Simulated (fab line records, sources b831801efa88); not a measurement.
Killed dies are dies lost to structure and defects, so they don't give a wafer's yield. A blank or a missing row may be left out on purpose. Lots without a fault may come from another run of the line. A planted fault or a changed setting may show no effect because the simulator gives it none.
Which tool did it? | flow sky130 | 14 lots, 42 wafers sampled, at 4 steps of a route of 708

WHAT THE GAUGES READ, wafer by wafer
The record holds no reading of a measuring or inspecting step that can be judged against a usual standard deviation.

WHICH TOOL RAN EACH LOT (tool, then ch and the chambers of the sampled wafers, then the start)
lot  | SKY_VIA3_ETCH_15                   | SKY_VIA3_STRIP_16                    | SKY_CAP2M_EXPOSE_09                 | SKY_CAP2M_STRIP_14
L702 | rie_diel-01 ch 0,1,3, day 39 22:04 | plasma_asher-02 ch 0,1, day 39 22:07 | iline_stepper-01 ch 0, day 40 11:17 | plasma_asher-04 ch 0,1, day 40 23:54
L703 | rie_diel-03 ch 0,2,3, day 40 10:12 | plasma_asher-04 ch 0,1, day 40 10:18 | iline_stepper-02 ch 0, day 41 00:15 | plasma_asher-03 ch 0,1, day 41 10:56
L705 | rie_diel-03 ch 1,2,3, day 40 15:00 | plasma_asher-04 ch 0,1, day 40 15:06 | iline_stepper-02 ch 0, day 41 04:46 | plasma_asher-04 ch 0,1, day 41 16:35
L706 | rie_diel-04 ch 1,2, day 40 21:53   | plasma_asher-02 ch 0,1, day 40 21:58 | iline_stepper-01 ch 0, day 41 11:13 | plasma_asher-03 ch 0,1, day 41 23:02
L709 | rie_diel-03 ch 1,2,3, day 42 06:44 | plasma_asher-04 ch 0, day 42 06:47   | iline_stepper-02 ch 0, day 42 19:58 | plasma_asher-03 ch 0,1, day 43 07:15
L710 | rie_diel-04 ch 0,1,2, day 42 10:29 | plasma_asher-03 ch 0,1, day 42 10:32 | iline_stepper-01 ch 0, day 43 00:16 | plasma_asher-04 ch 0,1, day 43 11:15
L711 | rie_diel-03 ch 0,1,2, day 42 12:08 | plasma_asher-04 ch 0,1, day 42 12:11 | iline_stepper-01 ch 0, day 43 02:11 | plasma_asher-01 ch 0,1, day 43 12:56
L712 | rie_diel-03 ch 0,1, day 42 21:56   | plasma_asher-02 ch 0,1, day 42 21:59 | iline_stepper-02 ch 0, day 43 11:28 | plasma_asher-03 ch 0,1, day 43 23:00
L713 | rie_diel-01 ch 1,2,3, day 43 00:41 | plasma_asher-03 ch 0,1, day 43 00:44 | iline_stepper-02 ch 0, day 43 13:22 | plasma_asher-01 ch 0,1, day 44 00:20
L717 | rie_diel-04 ch 0,2, day 44 07:11   | plasma_asher-04 ch 0,1, day 44 07:14 | iline_stepper-02 ch 0, day 44 20:55 | plasma_asher-01 ch 0,1, day 45 07:42
L719 | rie_diel-01 ch 0,1,3, day 44 17:12 | plasma_asher-02 ch 0,1, day 44 17:18 | iline_stepper-01, day 45 06:34      | plasma_asher-03 ch 0,1, day 45 16:56
L720 | rie_diel-03 ch 0,1,2, day 44 18:02 | plasma_asher-04 ch 0, day 44 18:05   | iline_stepper-02, day 45 06:49      | plasma_asher-01 ch 0,1, day 45 17:08
L724 | rie_diel-03 ch 0,3, day 46 02:21   | plasma_asher-03 ch 0,1, day 46 02:25 | iline_stepper-02 ch 0, day 46 13:45 | plasma_asher-01 ch 0,1, day 46 23:51
L725 | rie_diel-01 ch 0,1,2, day 46 02:44 | plasma_asher-02 ch 0,1, day 46 02:47 | iline_stepper-02 ch 0, day 46 14:39 | plasma_asher-03 ch 0, day 47 00:42
- SKY_VIA3_ETCH_15: etches SiO2 in C4F8/O2/Ar, stops on TiN, target depth 507 nm, time 78 s.
- SKY_VIA3_STRIP_16: strips in O2/N2.
- SKY_CAP2M_EXPOSE_09: exposes mask CAP2M, target cd 1000 nm.
- SKY_CAP2M_STRIP_14: strips in O2/N2.

WHAT THE TOOLS THEMSELVES READ (means of the sampled wafers that have a number; where no wafer has one, the mark that the record gives instead)
SKY_VIA3_ETCH_15. Usual: oes_product_au 0.945 a.u., standard deviation 0.005.
lot  | tool        | oes_product_au (a.u.) | flag
L702 | rie_diel-01 | 0.939                 |
L703 | rie_diel-03 | 0.950                 |
L705 | rie_diel-03 | 0.951                 |
L706 | rie_diel-04 | 0.947                 |
L709 | rie_diel-03 | 0.943                 |
L710 | rie_diel-04 | 0.938                 |
L711 | rie_diel-03 | 0.948                 |
L712 | rie_diel-03 | 0.946                 |
L713 | rie_diel-01 | 0.949                 |
L717 | rie_diel-04 | 0.945                 |
L719 | rie_diel-01 | 0.946                 |
L720 | rie_diel-03 | 0.942                 |
L724 | rie_diel-03 | 0.943                 |
L725 | rie_diel-01 | 0.943                 |

SKY_VIA3_STRIP_16. Usual: drypump_motor_current_A 5.59 A, standard deviation 0.28; oes_product_au 0.401 a.u., standard deviation 0.0049; strip_time_to_endpoint_s 4.13 s, standard deviation 0.037.
lot  | tool            | drypump_motor_current_A (A) | oes_product_au (a.u.) | strip_time_to_endpoint_s (s) | flag
L702 | plasma_asher-02 | 5.81                        | 0.399                 | 4.13                         |
L703 | plasma_asher-04 | 5.42                        | 0.398                 | 4.13                         |
L705 | plasma_asher-04 | 5.44                        | 0.397                 | 4.13                         |
L706 | plasma_asher-02 | 5.82                        | 0.402                 | 4.12                         |
L709 | plasma_asher-04 | 5.58                        | 0.406                 | 4.16                         |
L710 | plasma_asher-03 | 5.52                        | 0.397                 | 4.15                         |
L711 | plasma_asher-04 | 5.28                        | 0.403                 | 4.13                         |
L712 | plasma_asher-02 | 5.92                        | 0.399                 | 4.16                         |
L713 | plasma_asher-03 | 5.55                        | 0.403                 | 4.16                         |
L717 | plasma_asher-04 | 5.43                        | 0.404                 | 4.16                         |
L719 | plasma_asher-02 | 5.91                        | 0.405                 | 4.12                         |
L720 | plasma_asher-04 | 5.58                        | 0.401                 | 4.13                         |
L724 | plasma_asher-03 | 5.53                        | 0.400                 | 4.14                         |
L725 | plasma_asher-02 | 5.90                        | 0.401                 | 4.10                         |

SKY_CAP2M_EXPOSE_09. Usual: exposure_dose_mJ_cm2 159.00, standard deviation 0.15; focus_offset_nm 0.0 nm, standard deviation 0.51.
lot  | tool             | exposure_dose_mJ_cm2 | focus_offset_nm (nm) | flag
L702 | iline_stepper-01 | 159.00               | 0.4                  |
L703 | iline_stepper-02 | 159.02               | 0.0                  |
L705 | iline_stepper-02 | 158.99               | 0.1                  |
L706 | iline_stepper-01 | 158.86               | 0.0                  |
L709 | iline_stepper-02 | 158.98               | 0.5                  |
L710 | iline_stepper-01 | 159.19               | -0.3                 |
L711 | iline_stepper-01 | 159.04               | -0.1                 |
L712 | iline_stepper-02 | 158.97               | -0.2                 |
L713 | iline_stepper-02 | 159.03               | -0.5                 |
L717 | iline_stepper-02 | 158.89               | 0.4                  |
L719 | iline_stepper-01 | -                    | -                    | OFF
L720 | iline_stepper-02 | -                    | -                    | OFF
L724 | iline_stepper-02 | 159.14               | -0.4                 |
L725 | iline_stepper-02 | 158.95               | 0.1                  |

SKY_CAP2M_STRIP_14. Usual: drypump_motor_current_A 5.7 A, standard deviation 0.34; oes_product_au 0.710 a.u., standard deviation 0.0043; strip_time_to_endpoint_s 12.43 s, standard deviation 0.044.
lot  | tool            | drypump_motor_current_A (A) | oes_product_au (a.u.) | strip_time_to_endpoint_s (s) | flag
L702 | plasma_asher-04 | 5.4                         | 0.713                 | 12.47                        |
L703 | plasma_asher-03 | 5.6                         | 0.712                 | 12.47                        |
L705 | plasma_asher-04 | 5.3                         | 0.711                 | 12.45                        |
L706 | plasma_asher-03 | 5.5                         | 0.710                 | 12.34                        |
L709 | plasma_asher-03 | 5.6                         | 0.712                 | 12.45                        |
L710 | plasma_asher-04 | 5.4                         | 0.711                 | 12.41                        |
L711 | plasma_asher-01 | 6.0                         | 0.710                 | 12.45                        |
L712 | plasma_asher-03 | 5.6                         | 0.708                 | 12.42                        |
L713 | plasma_asher-01 | 6.0                         | 0.711                 | 12.47                        |
L717 | plasma_asher-01 | 6.0                         | 0.704                 | 12.38                        |
L719 | plasma_asher-03 | 5.6                         | 0.705                 | 12.41                        |
L720 | plasma_asher-01 | 6.0                         | 0.710                 | 12.39                        |
L724 | plasma_asher-01 | 6.0                         | 0.705                 | 12.51                        |
L725 | plasma_asher-03 | 5.5                         | 0.712                 | 12.43                        |

THE ANSWER, worked out from the rows above alone
Rule: a lot is off if the mean of its wafers that have a number lies more than 3 standard deviations from the usual mean. A lot without any number at a reading at which 4 lots or more have one is off too. The other lots that the step has rows for count as sound. The gauges are gone through in route order, then the tools' own readings, and for those a lot's mean is taken as printed above. The first step at which some lot is off is used, and at that step the reading that is off furthest; a lot without a number counts as furthest.
Off: L719, L720, at SKY_CAP2M_EXPOSE_09 (exposure_dose_mJ_cm2). Without a number there: L719, L720.
A tool fits if, at that step or a process step before it, it ran every lot that is off, and no sound lot after the first of them. None of those tried fits.

WHAT THE SIMULATOR HAD PUT IN
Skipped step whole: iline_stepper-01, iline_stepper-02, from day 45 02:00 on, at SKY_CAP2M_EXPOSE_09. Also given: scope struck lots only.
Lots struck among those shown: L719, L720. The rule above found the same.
